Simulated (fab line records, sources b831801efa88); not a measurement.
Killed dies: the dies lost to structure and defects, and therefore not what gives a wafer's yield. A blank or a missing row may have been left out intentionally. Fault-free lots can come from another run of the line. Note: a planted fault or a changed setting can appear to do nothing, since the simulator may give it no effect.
Which tool did it? :: flow sky130 :: Sampling: 13 lots, 39 wafers, 5 of 708 route steps

WHAT EACH GAUGE READ, for each wafer
SKY_VT_ADJUST_HVTR_TW_MEAS_11.
lot: L620
measured: day 9 04:01
on: film_metro-03
VT_ADJUST_HVTR_TW: 206.3 206.2 207.4

lot: L622
measured: day 9 16:14
on: film_metro-04
VT_ADJUST_HVTR_TW: 212.2 212.4 211.9

lot: L624
measured: day 10 14:25
on: film_metro-04
VT_ADJUST_HVTR_TW: 213.7 211.3 211.8

lot: L626
measured: day 11 02:52
on: film_metro-04
VT_ADJUST_HVTR_TW: 229.9 230.2 231.2 230.0 229.5 231.1

lot: L627
measured: day 11 06:43
on: film_metro-02
VT_ADJUST_HVTR_TW: 213.8 212.8 214.7

lot: L628
measured: day 11 13:05
on: film_metro-04
VT_ADJUST_HVTR_TW: 230.4 229.9 229.7 229.9 229.6 230.0

lot: L632
measured: day 12 23:19
on: film_metro-04
VT_ADJUST_HVTR_TW: 212.5 212.4 212.1

lot: L634
measured: day 13 11:17
on: film_metro-03
VT_ADJUST_HVTR_TW: 207.0 206.8 207.7

lot: L637
measured: day 15 00:01
on: film_metro-03
VT_ADJUST_HVTR_TW: 206.2 206.4 206.0

lot: L638
measured: day 15 16:13
on: film_metro-02
VT_ADJUST_HVTR_TW: 211.6 211.7 212.0

lot: L639
measured: day 15 17:13
on: film_metro-02
VT_ADJUST_HVTR_TW: 211.7 212.3 212.3

lot: L641
measured: day 16 06:07
on: film_metro-02
VT_ADJUST_HVTR_TW: 212.8 212.7 213.0

lot: L640
measured: day 16 06:24
on: film_metro-03
VT_ADJUST_HVTR_TW: 206.1 207.0 206.4

SKY_GATE_OXIDE_OVL_MEAS_10.
lot: L620
measured: day 13 11:31
on: overlay-02
GATE_OXIDE_OVL (nm): -1.0 0.3 0.3

lot: L622
measured: day 13 21:47
on: overlay-02
GATE_OXIDE_OVL (nm): 0.4 0.5 -0.3

lot: L624
measured: day 14 23:54
on: overlay-02
GATE_OXIDE_OVL (nm): -0.2 -0.7 0.0

lot: L626
measured: day 15 15:09
on: overlay-01
GATE_OXIDE_OVL (nm): -2.1 -0.7 -1.3

lot: L627
measured: day 15 23:40
on: overlay-01
GATE_OXIDE_OVL (nm): 0.4 -0.7 -0.9

lot: L628
measured: day 16 03:01
on: overlay-02
GATE_OXIDE_OVL (nm): -0.8 -0.7 1.0

lot: L632
measured: day 17 18:21
on: overlay-02
GATE_OXIDE_OVL (nm): 2.0 0.1 -0.3

lot: L634
measured: day 18 10:37
on: overlay-01
GATE_OXIDE_OVL (nm): -1.0 1.1 0.8

lot: L637
measured: day 20 06:46
on: overlay-02
GATE_OXIDE_OVL (nm): 2.3 0.9 1.3

lot: L638
measured: day 20 21:25
on: overlay-02
GATE_OXIDE_OVL (nm): -0.4 0.0 -1.3

lot: L639
measured: day 21 01:23
on: overlay-02
GATE_OXIDE_OVL (nm): -0.3 -2.4 -0.2

lot: L641
measured: day 21 12:10
on: overlay-02
GATE_OXIDE_OVL (nm): -1.2 0.1 -0.1

lot: L640
measured: day 21 17:10
on: overlay-02
GATE_OXIDE_OVL (nm): 0.6 0.5 1.3

SKY_LDD_HVP_OVL_MEAS_07.
lot: L620
measured: day 21 02:00
on: overlay-01
LDD_HVP_OVL (nm): -2.8 1.6 -3.7

lot: L622
measured: day 21 11:34
on: overlay-01
LDD_HVP_OVL (nm): 0.3 -0.2 0.3

lot: L624
measured: day 22 20:04
on: overlay-02
LDD_HVP_OVL (nm): 1.2 0.0 0.8

lot: L626
measured: day 23 12:36
on: overlay-01
LDD_HVP_OVL (nm): -0.4 1.5 1.0

lot: L627
measured: day 24 02:40
on: overlay-01
LDD_HVP_OVL (nm): -0.3 0.8 1.3

lot: L628
measured: day 24 02:58
on: overlay-02
LDD_HVP_OVL (nm): 1.1 -0.9 0.3

lot: L632
measured: day 25 16:02
on: overlay-02
LDD_HVP_OVL (nm): -0.9 -0.5 -0.2

lot: L634
measured: day 26 08:34
on: overlay-01
LDD_HVP_OVL (nm): -0.1 -1.9 0.3

lot: L637
measured: day 28 03:24
on: overlay-02
LDD_HVP_OVL (nm): 0.2 -0.2 1.1

lot: L638
measured: day 28 15:20
on: overlay-01
LDD_HVP_OVL (nm): -1.1 1.0 0.8

lot: L639
measured: day 28 18:38
on: overlay-01
LDD_HVP_OVL (nm): 2.1 1.1 -0.5

lot: L641
measured: day 29 09:09
on: overlay-01
LDD_HVP_OVL (nm): 2.0 1.0 -0.7

lot: L640
measured: day 29 09:34
on: overlay-02
LDD_HVP_OVL (nm): -3.4 0.6 -0.4

SKY_POLY_CUT_OVL_MEAS_09.
lot: L620
measured: day 23 16:32
on: overlay-01
POLY_CUT_OVL (nm): -13 -10 -5

lot: L622
measured: day 24 03:38
on: overlay-01
POLY_CUT_OVL (nm): 2 -4 -12

lot: L624
measured: day 25 09:59
on: overlay-02
POLY_CUT_OVL (nm): -4 -3 1

lot: L626
measured: day 26 00:40
on: overlay-01
POLY_CUT_OVL (nm): -2 -4 8

lot: L627
measured: day 26 15:14
on: overlay-02
POLY_CUT_OVL (nm): -8 -5 -10

lot: L628
measured: day 26 16:58
on: overlay-01
POLY_CUT_OVL (nm): -3 -12 -7

lot: L632
measured: day 28 05:11
on: overlay-01
POLY_CUT_OVL (nm): -6 0 4

lot: L634
measured: day 28 20:20
on: overlay-02
POLY_CUT_OVL (nm): 4 -4 -8

lot: L637
measured: day 30 14:47
on: overlay-01
POLY_CUT_OVL (nm): 7 -4 2

lot: L638
measured: day 31 01:09
on: overlay-01
POLY_CUT_OVL (nm): -10 -15 -10

lot: L639
measured: day 31 07:30
on: overlay-01
POLY_CUT_OVL (nm): -4 -9 -3

lot: L641
measured: day 31 20:19
on: overlay-01
POLY_CUT_OVL (nm): -11 -12 0

lot: L640
measured: day 31 20:59
on: overlay-01
POLY_CUT_OVL (nm): 5 -3 2

WHAT TOOL EACH LOT RAN ON (gives the tool, then ch and the chambers of the sampled wafers, and finally the start)
lot: L620
SKY_VT_ADJUST_HVTR_IMPLANT_09: implanter-02 ch 0, day 9 03:46

lot: L622
SKY_VT_ADJUST_HVTR_IMPLANT_09: implanter-02 ch 0, day 9 16:01

lot: L624
SKY_VT_ADJUST_HVTR_IMPLANT_09: implanter-01 ch 0, day 10 14:10

lot: L626
SKY_VT_ADJUST_HVTR_IMPLANT_09: implanter-02 ch 0, day 11 02:37

lot: L627
SKY_VT_ADJUST_HVTR_IMPLANT_09: implanter-01 ch 0, day 11 06:28

lot: L628
SKY_VT_ADJUST_HVTR_IMPLANT_09: implanter-02 ch 0, day 11 12:51

lot: L632
SKY_VT_ADJUST_HVTR_IMPLANT_09: implanter-03 ch 0, day 12 23:04

lot: L634
SKY_VT_ADJUST_HVTR_IMPLANT_09: implanter-01 ch 0, day 13 11:03

lot: L637
SKY_VT_ADJUST_HVTR_IMPLANT_09: implanter-02 ch 0, day 14 23:47

lot: L638
SKY_VT_ADJUST_HVTR_IMPLANT_09: implanter-03 ch 0, day 15 16:00

lot: L639
SKY_VT_ADJUST_HVTR_IMPLANT_09: implanter-03 ch 0, day 15 17:00

lot: L641
SKY_VT_ADJUST_HVTR_IMPLANT_09: implanter-03 ch 0, day 16 05:53

lot: L640
SKY_VT_ADJUST_HVTR_IMPLANT_09: implanter-01 ch 0, day 16 06:09
- SKY_VT_ADJUST_HVTR_IMPLANT_09

WHAT THE TOOLS THEMSELVES READ (means of the sampled wafers that have a number; where no wafer has one, the mark that the record gives instead)
SKY_VT_ADJUST_HVTR_IMPLANT_09.
lot: L620
tool: implanter-02
beam_on_s (s): 10.16
dose_ions_cm2: 2.0961e+12
faraday_current_uA: 11.63

lot: L622
tool: implanter-02
beam_on_s (s): 10.04
dose_ions_cm2: 2.0995e+12
faraday_current_uA: 11.79

lot: L624
tool: implanter-01
beam_on_s (s): 9.92
dose_ions_cm2: 2.1012e+12
faraday_current_uA: 11.92

lot: L626
tool: implanter-02
beam_on_s (s): 9.89
dose_ions_cm2: 2.8029e+12
faraday_current_uA: 15.94

lot: L627
tool: implanter-01
beam_on_s (s): 9.78
dose_ions_cm2: 2.1007e+12
faraday_current_uA: 12.12

lot: L628
tool: implanter-02
beam_on_s (s): 10.03
dose_ions_cm2: 2.8000e+12
faraday_current_uA: 15.75

lot: L632
tool: implanter-03
beam_on_s (s): 10.14
dose_ions_cm2: 2.1000e+12
faraday_current_uA: 11.65

lot: L634
tool: implanter-01
beam_on_s (s): 9.89
dose_ions_cm2: 2.1002e+12
faraday_current_uA: 11.91

lot: L637
tool: implanter-02
beam_on_s (s): 10.05
dose_ions_cm2: 2.1012e+12
faraday_current_uA: 11.77

lot: L638
tool: implanter-03
beam_on_s (s): 9.87
dose_ions_cm2: 2.1010e+12
faraday_current_uA: 12.00

lot: L639
tool: implanter-03
beam_on_s (s): 10.22
dose_ions_cm2: 2.1011e+12
faraday_current_uA: 11.56

lot: L641
tool: implanter-03
beam_on_s (s): 9.87
dose_ions_cm2: 2.1005e+12
faraday_current_uA: 11.99

lot: L640
tool: implanter-01
beam_on_s (s): 9.95
dose_ions_cm2: 2.0977e+12
faraday_current_uA: 11.89

THE ANSWER, worked out from the rows above alone
Rule: the lots themselves supply what counts as usual. The widest of any qualifying gaps counts: lots, ordered by their means at a reading, are off when they make up no more than a third of the lots, leave a main group of 4 or more, and stand apart from it by 3 or more times the standard deviation of that group's means. Not used: any main group whose means are identical at the precision the tables above print for the reading. Also off: a lot with no number at a reading for which 4 or more lots have one. The other lots that the step has rows for count as sound. The gauges are gone through in route order, then the tools' own readings, and for those a lot's mean is taken as printed above. At the first step where some lot is off, the reading lying furthest off is the one used; lots without a number count as furthest.
Off: L626, L628, seen at SKY_VT_ADJUST_HVTR_TW_MEAS_11 (VT_ADJUST_HVTR_TW). The main group: mean 210.3, standard deviation 2.9.
A tool fits if, at a process step before that reading, it ran every lot that is off, and no sound lot after the first of them. The gauges at SKY_VT_ADJUST_HVTR_TW_MEAS_11 aren't tried: what is off there is off at SKY_VT_ADJUST_HVTR_IMPLANT_09 too, on other tools, and a gauge's error can't cause that. Not one of the candidates tried fits.

WHAT WAS PUT IN BY THE SIMULATOR
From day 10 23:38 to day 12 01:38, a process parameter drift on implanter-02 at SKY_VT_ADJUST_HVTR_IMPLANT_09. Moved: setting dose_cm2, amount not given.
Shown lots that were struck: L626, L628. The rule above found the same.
